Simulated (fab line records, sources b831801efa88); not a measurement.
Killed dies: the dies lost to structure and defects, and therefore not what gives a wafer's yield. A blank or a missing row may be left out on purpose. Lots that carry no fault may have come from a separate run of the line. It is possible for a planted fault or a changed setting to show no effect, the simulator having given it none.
fab line records | flow sky130
record: lots: 15 wafers: 43 lastDay: 50
route steps=708 shown LDD_HVP@287 POLY_CUT@314 SD_P@327
lots that met no fault: taken from a fault-free run of the same line
startH: hours from the record's first day to the start of the lot's first wafer shown | waitH: how many hours have passed since the lot's step before this one | " as in the row above | L1.1+2: a row that stands for several wafers | - no value, or no start was given | * or withheld: withheld | < > ~ a bound
route shown NAME@n: a module of which the file shows steps, and the number in the route of the first | usual: mean/standard deviation of fault-free wafers | same: alike in all rows | chamber/n: place in a boat | sites: per-site readings | _std_site: how widely they spread, as a standard deviation | _edge_site: mean of outer sites minus mean of inner sites | radiusMm: for every site, how far away it sits from the centre of the wafer | mask NAME#n: copy n | behind: the tool/chamber that last shaped the wafer | hold: why the lot went on hold/how many hours it stayed there/how the hold came to an end | device: the transistor (n, p or np) that didn't switch | end of line: at the end of the route, the tests of the same wafers | a step with no rows: only its recipe | killed: at the first sort, the dies lost to defects and structure; wafer yield is something else | map: the dies of a wafer, with x for killed, . for not killed, _ for no die there
set.NAME: the setting the step ran with; set.NAME@STEP: the setting that earlier step ran with | model.NAME: the simulator's own value behind a step, which no gauge read
the route's steps for a sample of lots (tables are steps, rows are wafers)
services: when a tool's chamber went out of use (startH, in hours from the record's first day, below 0 if earlier), for how many hours, and the reason
== steps ==
step: SKY_LDD_HVP_STRIP_09
recipe: chemistry: O2/N2 powerW: 1400 pressureMtorr: 1500 platenTempC: withheld o2FlowSccm: 3000 n2FlowSccm: 300 overashFraction: 0.5
usual: drypumpMotorCurrentA: 5.8/0.48 oesProductAu: 0.408/0.0049 stripTimeToEndpointS: 4.139/0.015
columns lot.wafer tool chamber startH waitH drypumpMotorCurrentA oesProductAu rfHoursCounterH stripTimeToEndpointS
L117.1 plasmaAsher-01 1 527.38 0.1 6.1 0.405 9 4.122
L117.2 " 0 " " 5.4 0.409 9 4.144
L117.6 " 0 " " 5.4 0.401 - 4.128
L116.2 plasmaAsher-04 0 530.70 0.1 5.1 0.405 74 4.144
L116.4 " 1 " " 6.4 0.405 - 4.129
L116.5 " 1 " " 6.3 0.403 - 4.128
L119.3 plasmaAsher-01 1 543.95 0.1 6.1 0.407 - 4.135
L119.5 " 0 " " 5.4 0.396 - 4.145
L119.6 " 1 " " 6.1 0.416 - 4.129
L120.1 plasmaAsher-01 0 550.68 0.1 5.4 0.413 12 4.153
L120.3 " 1 " " 6.1 0.402 - 4.160
L120.5 " 0 " " 5.4 0.405 - 4.138
L121.2 plasmaAsher-04 1 558.92 0.1 6.4 0.406 78 4.121
L121.3 " 0 " " 5.2 0.407 - 4.127
L121.4 " 1 " " 6.3 0.408 - 4.128
L122.1 plasmaAsher-01 0 572.18 0.1 5.4 0.414 15 4.125
L122.3 " 1 " " 6.1 0.407 - 4.123
L122.5 " 1 " " 6.1 0.410 - 4.132
L124.1 plasmaAsher-04 1 584.70 0.1 6.4 0.407 80 4.133
L124.2 " 0 " " 5.1 0.409 80 4.131
L124.3 " 1 " " 6.3 0.412 - 4.144
L123.1 plasmaAsher-01 0 585.77 0.1 5.4 0.406 16 4.136
L123.5 " 1 " " 6.1 0.410 - 4.133
L128.1 plasmaAsher-01 1 627.80 0.1 6.1 0.404 21 4.121
L128.2 " 0 " " 5.4 0.407 21 4.137
L128.6 " 1 " " 6.0 0.411 - 4.133
L131.1 plasmaAsher-04 0 640.18 0.1 5.1 0.412 86 4.159
L131.4 " 0 " " 5.1 0.407 - 4.152
L131.6 " 1 " " 6.4 0.411 - 4.158
L134.2 plasmaAsher-04 1 673.28 0.1 6.4 0.412 89 4.147
L134.3 " 0 " " 5.1 0.406 - 4.116
L134.5 " 0 " " 5.1 0.407 - 4.136
L135.2 plasmaAsher-01 1 677.48 0.1 6.1 0.404 25 4.126
L135.4 " 1 " " 6.1 0.403 - 4.126
L135.6 " 1 " " 6.1 0.409 - 4.161
L136.1 plasmaAsher-04 1 680.58 0.1 6.3 0.410 90 4.142
L136.2 " 0 " " 5.1 0.408 90 4.153
L136.4 " 1 " " 6.3 0.423 - 4.163
L137.1 plasmaAsher-01 1 688.47 0.1 6.1 0.415 26 4.156
L137.2 " 0 " " 5.4 0.412 26 4.150
L137.4 " 1 " " 6.1 0.412 - 4.147
L138.3 plasmaAsher-01 0 689.58 0.1 5.4 0.403 - 4.151
L138.5 " 0 " " 5.4 0.405 - 4.139
step: SKY_POLY_CUT_DEVELOP_07
recipe: developTimeS: 60 resist: KrF-thick devTempC: 21
usual: chillPlateTempC: 23.00/0.11 developTimeS: 60/0
columns lot.wafer tool chamber startH waitH chillPlateTempC developTimeS
L117.1 lithoTrack-03 0 589 - 23.05 60
L117.2 " 0 " " 23.00 60
L117.6 " 0 " " 23.13 60
L116.2 lithoTrack-02 0 591 - 23.02 60
L116.4 " 0 " " 23.04 60
L116.5 " 0 " " 23.07 60
L119.3 lithoTrack-04 0 606 - 22.86 60
L119.5 " 0 " " 23.05 60
L119.6 " 0 " " 22.89 60
L120.1 lithoTrack-02 0 612 - 23.01 60
L120.3 " 0 " " 22.98 60
L120.5 " 0 " " 23.11 60
L121.2 lithoTrack-03 - 618 - - -
L121.3 " - " " - -
L121.4 " - " " - -
L122.1 lithoTrack-03 - 631 - - -
L122.3 " - " " - -
L122.5 " - " " - -
L124.1 lithoTrack-03 - 643 - - -
L124.2 " - " " - -
L124.3 " - " " - -
L123.1 lithoTrack-03 0 644 - 23.15 60
L123.5 " 0 " " 23.03 60
L128.1 lithoTrack-03 0 686 - 22.77 60
L128.2 " 0 " " 22.77 60
L128.6 " 0 " " 22.91 60
L131.1 lithoTrack-03 0 696 - 23.09 60
L131.4 " 0 " " 23.03 60
L131.6 " 0 " " 22.88 60
L134.2 lithoTrack-02 0 729 - 23.10 60
L134.3 " 0 " " 22.77 60
L134.5 " 0 " " 22.82 60
L135.2 lithoTrack-04 0 736 - 22.99 60
L135.4 " 0 " " 23.12 60
L135.6 " 0 " " 23.15 60
L136.1 lithoTrack-04 0 739 - 23.12 60
L136.2 " 0 " " 23.15 60
L136.4 " 0 " " 23.01 60
L137.1 lithoTrack-03 0 743 - 22.90 60
L137.2 " 0 " " 22.97 60
L137.4 " 0 " " 22.91 60
L138.3 lithoTrack-02 0 746 - 22.86 60
L138.5 " 0 " " 23.06 60
step: SKY_POLY_CUT_CD_MEAS_08
recipe: targetCdNm: 270
usual: cdNm: 270.1/1.5
columns lot.wafer tool chamber startH waitH cdNm
L117.1 cdSem-01 - 589.21 - 271.1
L117.2 " - " " 270.5
L117.6 " - " " 271.1
L116.2 cdSem-01 - 592.07 - 269.8
L116.4 " - " " 269.3
L116.5 " - " " 269.2
L119.3 cdSem-02 - 606.27 - 267.6
L119.5 " - " " 269.8
L119.6 " - " " 269.3
L120.1 cdSem-01 - 612.40 - 269.7
L120.3 " - " " 269.2
L120.5 " - " " 270.1
L121.2 cdSem-02 - 618.88 - -
L121.3 " - " " -
L121.4 " - " " -
L122.1 cdSem-01 - 631.86 - -
L122.3 " - " " -
L122.5 " - " " -
L124.1 cdSem-01 - 644.06 - -
L124.2 " - " " -
L124.3 " - " " -
L123.1 cdSem-02 - 644.41 - 267.0
L123.5 " - " " 268.4
L128.1 cdSem-02 - 686.31 - 269.0
L128.2 " - " " 270.6
L128.6 " - " " 268.2
L131.1 cdSem-02 - 696.71 - 269.4
L131.4 " - " " 268.6
L131.6 " - " " 269.8
L134.2 cdSem-01 - 729.52 - 271.6
L134.3 " - " " 270.4
L134.5 " - " " 271.0
L135.2 cdSem-01 - 736.20 - 270.4
L135.4 " - " " 270.7
L135.6 " - " " 269.2
L136.1 cdSem-01 - 740.03 - 269.5
L136.2 " - " " 269.2
L136.4 " - " " 269.4
L137.1 cdSem-01 - 743.81 - 269.7
L137.2 " - " " 269.5
L137.4 " - " " 269.2
L138.3 cdSem-02 - 746.19 - 266.0
L138.5 " - " " 265.6
step: SKY_SD_P_CD_MEAS_07
recipe: targetCdNm: 380
usual: cdNm: 379.9/2.4
columns lot.wafer tool chamber startH waitH cdNm
L117.1 cdSem-01 - 617.83 0.1 378.8
L117.2 " - " " 378.8
L117.6 " - " " 377.7
L116.2 cdSem-02 - 621.27 0.1 379.9
L116.4 " - " " 381.9
L116.5 " - " " 382.6
L119.3 cdSem-02 - 635.27 0.1 376.2
L119.5 " - " " 377.0
L119.6 " - " " 378.0
L120.1 cdSem-01 - 641.13 0.1 384.4
L120.3 " - " " 385.8
L120.5 " - " " 381.9
L123.1 cdSem-01 - 671.93 0.1 381.8
L123.5 " - " " 380.5
L128.1 cdSem-02 - 713.68 0.1 379.2
L128.2 " - " " 375.6
L128.6 " - " " 375.8
L131.1 cdSem-01 - 723.15 0.1 378.8
L131.4 " - " " 380.8
L131.6 " - " " 379.5
L134.2 cdSem-01 - 756.70 0.1 383.1
L134.3 " - " " 379.9
L134.5 " - " " 378.9
L135.2 cdSem-02 - 763.12 0.1 379.8
L135.4 " - " " 378.4
L135.6 " - " " 378.5
L136.1 cdSem-01 - 767.03 0.1 381.7
L136.2 " - " " 376.9
L136.4 " - " " 377.0
L137.1 cdSem-01 - 770.78 0.1 380.3
L137.2 " - " " 377.6
L137.4 " - " " 377.2
L138.3 cdSem-01 - 773.42 0.1 377.7
L138.5 " - " " 380.1
== services ==
columns tool chamber startH hours kind
plasmaAsher-04 - 632.99 1.6 repair
plasmaAsher-01 - 653.36 1.6 repair
plasmaAsher-01 - 666.04 2.8 pm
plasmaAsher-01 - 705.87 4.0 repair
== key ==
firstSign: step: SKY_POLY_CUT_DEVELOP_07 reading: toolRecord direction: missing
effect none on later readings
metAt SKY_POLY_CUT_DEVELOP_07
struckLots L121,L122,L124
laterRowsLeftOut L121.2,L121.3,L121.4,L122.1,L122.3,L122.5,L124.1,L124.2,L124.3
sortLeftOut L121.2,L121.3,L121.4,L122.1,L122.3,L122.5,L124.1,L124.2,L124.3
testerLeftOut L121,L122,L124
notActingAt SKY_LDD_HVP_STRIP_09,SKY_POLY_CUT_CD_MEAS_08,SKY_SD_P_CD_MEAS_07
onsetBetween 589 618
fault: kind: skippedStepWhole tool: lithoTrack-03 chamber: - onsetH: 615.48 steps: SKY_POLY_CUT_DEVELOP_07 scope: struckLotsOnly
testerLeftOut: of these lots the tester's yield and bins aren't shown, on N5 and GAA mostly nor the transistor test; their killed dies are dies lost to structure and defects alone, not to doping, threshold or leakage, so they don't give the yield
sortLeftOut: the simulated sort isn't trusted on such a fault, so these wafers' sort isn't shown, and their yield isn't known
laterRowsLeftOut: the simulator's readings of these wafers behind a module that went badly wrong aren't trusted and aren't shown, but for the sort
